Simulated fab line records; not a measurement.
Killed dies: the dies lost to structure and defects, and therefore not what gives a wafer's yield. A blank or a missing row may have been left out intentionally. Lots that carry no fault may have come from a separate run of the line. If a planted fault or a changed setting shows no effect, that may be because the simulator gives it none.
Commonality check across tools -- flow sky130 -- Sampled: 13 lots, 39 wafers

WHY THIS WAS OPENED
At SKY_LDD_HVN_TW_MEAS_10 the reading LDD_HVN_TW is flagged on 1 of 13 lots. Wafers without a fault read 1433, standard deviation 13.
Rule: flag the lot when none of its wafers has a number, or when each of its wafers that has one lies beyond 4 standard deviations from that mean. As for the other lots, they are considered sound.

lot,measured,on,"LDD_HVN_TW, wafer by wafer",flag
L693,day 20 16:47,film_metro-03,1420 1414 1420,
L695,day 21 12:39,film_metro-03,1416 1414 1421,
L694,day 21 16:19,film_metro-01,1435 1439 1438,
L697,day 21 23:34,film_metro-03,1414 1420 1424,
L696,day 22 01:47,film_metro-03,30 30 30,FLAGGED
L698,day 22 08:00,film_metro-02,1443 1443 1445,
L699,day 23 03:10,film_metro-02,1455 1456 1451,
L700,day 23 11:05,film_metro-03,1427 1425 1430,
L706,day 25 07:20,film_metro-03,1428 1426 1428,
L707,day 25 10:50,film_metro-01,1430 1438 1435,
L709,day 26 00:23,film_metro-02,1443 1446 1447,
L711,day 27 00:25,film_metro-01,1429 1433 1427,
L715,day 27 22:01,film_metro-01,1433 1419 1427,
The numbers of the flagged lots are 30 on average: -1403 against the usual, or -99 or more standard deviations.

WHICH TOOL EACH LOT WENT THROUGH
The record holds 2 process steps before the reading, out of a route of 708 steps. In each cell: the tool, then ch and the chambers that the sampled wafers went through, then the start.
lot,flag,SKY_SONOS_ONO_STRIP_17,SKY_LDD_HVN_EXPOSE_04
L693,,"plasma_asher-04 ch 1, day 12 15:26","iline_stepper-01 ch 0, day 20 01:31"
L695,,"plasma_asher-04 ch 0,1, day 13 17:15","iline_stepper-02 ch 0, day 20 21:24"
L694,,"plasma_asher-03 ch 0,1, day 13 08:35","iline_stepper-02 ch 0, day 21 00:40"
L697,,"plasma_asher-03 ch 0,1, day 14 00:46","iline_stepper-02 ch 0, day 21 08:59"
L696,FLAGGED,"plasma_asher-04 ch 0,1, day 14 00:26","iline_stepper-02 ch 0, day 21 10:33"
L698,,"plasma_asher-02 ch 0,1, day 14 12:48","iline_stepper-02 ch 0, day 21 17:18"
L699,,"plasma_asher-02 ch 0,1, day 15 04:07","iline_stepper-02 ch 0, day 22 11:44"
L700,,"plasma_asher-02 ch 0,1, day 15 11:24","iline_stepper-01 ch 0, day 22 19:31"
L706,,"plasma_asher-04 ch 0,1, day 17 06:39","iline_stepper-02 ch 0, day 24 16:26"
L707,,"plasma_asher-02 ch 0,1, day 17 11:06","iline_stepper-02 ch 0, day 24 19:52"
L709,,"plasma_asher-03 ch 0,1, day 17 22:38","iline_stepper-02 ch 0, day 25 09:52"
L711,,"plasma_asher-02 ch 0,1, day 19 01:13","iline_stepper-01 ch 0, day 26 09:50"
L715,,"plasma_asher-04 ch 0,1, day 19 23:31","iline_stepper-01 ch 0, day 27 07:07"
What is done by these steps:
- SKY_SONOS_ONO_STRIP_17: strips in O2/N2.
- SKY_LDD_HVN_EXPOSE_04: exposes mask HVNTM, target cd 700 nm.
- SKY_LDD_HVN_TW_MEAS_10

FLAGGED OVER TOTAL, TOOL BY TOOL (the gauges that took the reading come last)
step,tool,lots run,flagged,share of the flagged lots,sound lots run after its first flagged lot
SKY_SONOS_ONO_STRIP_17,plasma_asher-02,5,0,none,-
SKY_SONOS_ONO_STRIP_17,plasma_asher-03,3,0,none,-
SKY_SONOS_ONO_STRIP_17,plasma_asher-04,5,1,all,"2 (L706,L715)"
SKY_LDD_HVN_EXPOSE_04,iline_stepper-01,4,0,none,-
SKY_LDD_HVN_EXPOSE_04,iline_stepper-02,9,1,all,"5 (L698,L699,L706,L707,L709)"
SKY_LDD_HVN_TW_MEAS_10,film_metro-01,4,0,none,-
SKY_LDD_HVN_TW_MEAS_10,film_metro-02,3,0,none,-
SKY_LDD_HVN_TW_MEAS_10,film_metro-03,6,1,all,"2 (L700,L706)"

WHAT IS ALLOWED BY THE TABLE
plasma_asher-04 at SKY_SONOS_ONO_STRIP_17, iline_stepper-02 at SKY_LDD_HVN_EXPOSE_04 and film_metro-03 at SKY_LDD_HVN_TW_MEAS_10: these 3 rows of the table ran every flagged lot.
- plasma_asher-04 at SKY_SONOS_ONO_STRIP_17: 1 of its 5 lots flagged. Sound lots followed the first flagged one (L706, L715) on it, something a lasting fault affecting the whole tool could not allow.
- iline_stepper-02 at SKY_LDD_HVN_EXPOSE_04: 1 of its 9 lots flagged. Sound lots followed the first flagged one (L698, L699, L706, L707, L709) on it, something a lasting fault affecting the whole tool could not allow.
- film_metro-03 at SKY_LDD_HVN_TW_MEAS_10: 1 of its 6 lots flagged. Sound lots followed the first flagged one (L700, L706) on it, something a lasting fault affecting the whole tool could not allow.
No row of the table ran every flagged lot and no sound lot after the first.

WHAT THE SIMULATOR PUT IN
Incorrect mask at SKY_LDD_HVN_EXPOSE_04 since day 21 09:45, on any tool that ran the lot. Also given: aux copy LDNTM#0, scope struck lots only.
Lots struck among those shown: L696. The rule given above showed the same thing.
